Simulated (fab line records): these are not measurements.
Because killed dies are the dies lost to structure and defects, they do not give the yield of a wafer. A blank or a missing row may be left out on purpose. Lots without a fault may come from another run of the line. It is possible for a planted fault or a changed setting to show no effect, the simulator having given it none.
One fault through the eyes of 2 desks + flow sky130 + each desk has only its own numbers; what lay behind them comes last

FROM THE METROLOGY DESK
Means of the sampled wafers that have a number, per lot and without regard to the tool the lot ran on: this is what the gauges read. Marked OUT: a lot whose mean sits more than 4 standard deviations from the usual mean, which makes it out of limits; the brackets give that distance.
Columns: A = cd-nm at SKY_VIA1_CD_MEAS_12, usual 150.1 nm; B = CAPM_TIN_THK at SKY_CAPM_THK_MEAS_04, usual 202.5 nm
| lot  | first seen here | A     | B     |
|------|-----------------|-------|-------|
| L321 | day 34 04:13    | 151.0 | 203.8 |
| L322 | day 34 09:32    | 149.3 | 202.8 |
| L326 | day 35 17:05    | 148.5 | 206.0 |
| L327 | day 36 07:50    | 150.7 | 199.8 |
| L330 | day 37 08:06    | 151.2 | 199.4 |
| L336 | day 39 08:02    | 153.7 | 203.6 |
| L337 | day 39 08:52    | 149.4 | 201.8 |
| L338 | day 39 15:52    | 148.2 | 202.9 |
| L339 | day 39 21:54    | 148.8 | 204.2 |
| L341 | day 41 00:28    | 150.7 | 204.3 |
| L342 | day 41 08:01    | 148.9 | 205.2 |
| L344 | day 41 18:37    | 151.7 | 202.3 |
Finding of this desk: none of the 12 lots has anything out of limits.

FOR THE TOOL OWNER'S DESK: rie-diel-04
The tool's own readings at SKY_VIA2_ETCH_15 (etches SiO2 in C4F8/O2/Ar, stops on TiN, target depth 546 nm, time 84 s): means of the sampled wafers that have a number, for each lot that ran on this tool. Marked OUT: a lot whose mean sits more than 4 standard deviations from the usual mean, which makes it out of limits; the brackets give that distance.
Columns: A = oes-product-au at SKY_VIA2_ETCH_15, usual 0.939 a.u.; B = run-length-s at SKY_VIA2_ETCH_15, usual 112.3 s
| lot  | first seen here | A                | B              |
|------|-----------------|------------------|----------------|
| L321 | day 36 13:58    | 0.939            | 112.5          |
| L327 | day 38 16:55    | 0.971 (+6.7) OUT | 99.6 (-31) OUT |
| L330 | day 39 15:55    | 0.972 (+7.0) OUT | 99.3 (-32) OUT |
| L338 | day 41 20:40    | 0.939            | 112.3          |
| L339 | day 42 02:46    | 0.942            | 112.4          |
| L342 | day 43 11:34    | 0.941            | 112.6          |
| L344 | day 43 20:09    | 0.940            | 112.6          |
This desk finds L327, L330 out of limits, L327 being first, at day 38 16:55 (oes-product-au at SKY_VIA2_ETCH_15). L321, L338, L339, L342, L344 stayed within limits.

BROUGHT TOGETHER
The tool owner's desk had the chance to raise an alarm at day 38 16:55 on L327, L330.
Metrology desk: nothing out of limits seen.
The metrology desk has L327, L330 on record, within its limits.
On rie-diel-04, each named lot ran SKY_VIA2_ETCH_15.

WHAT THE SIMULATOR PUT IN
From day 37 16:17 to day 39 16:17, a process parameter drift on rie-diel-04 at SKY_VIA2_ETCH_15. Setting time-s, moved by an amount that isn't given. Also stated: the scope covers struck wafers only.
Struck lots among those shown: L327, L330.
Time in hours from fault onset to the first out-of-limits reading at each desk: the tool owner's desk, 25.
